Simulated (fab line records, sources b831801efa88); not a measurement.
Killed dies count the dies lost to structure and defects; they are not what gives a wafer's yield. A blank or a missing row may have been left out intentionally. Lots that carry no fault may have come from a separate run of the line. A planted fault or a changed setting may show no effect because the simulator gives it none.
Code-filled problem report in 8D (eight disciplines) form | flow sfq line | the parts of the form that need people (team, actions taken, sign-off) are left out

## 1. THE ISSUE
Wafers without a fault read 699.8 nm, standard deviation 1.4; cd nm at SFQ_TRILAYER_JJ_CE_METRO_MEASURE_117 reads a mean of 670.2 nm on 3 wafers belonging to 3 lots. That is -21 standard deviations from the usual mean.
Earliest sighting: wafer L791.1 on cd sem-02 at day 47 03:44. The record holds 45 wafers of 15 lots with a number at this step. The rule behind "out" and "out of limits": a value lying over 4 standard deviations away from the usual mean. The rest of the wafers with a number are treated as sound.

## 2. WHAT IT IS AND WHAT IT IS NOT
question                    | is                     | is not
which readings at this step | cd nm                  | -
which lots                  | L791, L792, L793       | L788, L790, L794, L802, L803, L804, L806, L807, L808, L809, L810, L811
which wafers of those lots  | L791.1, L792.3, L793.3 | L791.2, L791.4, L792.4, L792.5, L793.4, L793.5
read on which tools         | cd sem-01, cd sem-02   | -
when                        | from day 47 03:44      | up to then (8 sound wafers); but 34 sound wafers of L792, L793, L794, L802, L803, L804, L806, L807, L808, L809, L810, L811 came after

## 3. WHAT RULES OUT EACH SUSPECT
Counting: if a tool at a process step up to the reading ran every lot that is out, it stays a suspect. Sound lots after the first of them don't rule it out here, since some wafers of a struck lot are sound.
- krf scanner-01 at SFQ_TRILAYER_JJ_CE_LITHO_EXPOSE_115 (exposes mask J5, target cd 700 nm): kept. It ran every lot that is out, first L791 (day 47 02:11); its last sound lot up to then is L790 (day 47 00:59).
After counting, what remains is krf scanner-01 at SFQ_TRILAYER_JJ_CE_LITHO_EXPOSE_115.

## 4. THE CAUSE (what the simulator had put in)
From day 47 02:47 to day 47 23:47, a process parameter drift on krf scanner-01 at SFQ_TRILAYER_JJ_CE_LITHO_EXPOSE_115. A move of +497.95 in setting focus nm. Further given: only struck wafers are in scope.
This tool alone remained once counting was done.

## 5. SEQUENCE OF EFFECTS, ordered by route
One row per reading whose mean, taken over the struck wafers that have a number, lies over 3 standard deviations from the usual. Readings are gone through only where the record gives a usual standard deviation; hours: the median, over the lots, of the time from a lot's start at the first step in this table giving one to that lot's start at this step; sigmas: the change measured in usual standard deviations.
hours | step                                 | reading | usual    | on struck wafers | change | sigmas
0     | SFQ_TRILAYER_JJ_CE_METRO_MEASURE_117 | cd nm   | 699.8 nm | 670.2            | -29.6  | -21
It contains these process steps:
- SFQ_TRILAYER_JJ_CE_METRO_MEASURE_117
Later steps that measure or inspect, where all struck wafers having a row at the step show a number for every such reading and not one has moved that far: SFQ_M5_OVL_MEAS_932.

## 6. WHAT WOULD HAVE CAUGHT IT SOONER
In this record the first reading out of limits was taken at day 47 03:44, 1 hour after the fault began at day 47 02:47.
Among the 3 lots that are out, L792, L793 began SFQ_TRILAYER_JJ_CE_LITHO_EXPOSE_115 on krf scanner-01 after day 47 03:44. A hold on the tool at that time would have spared those 2.
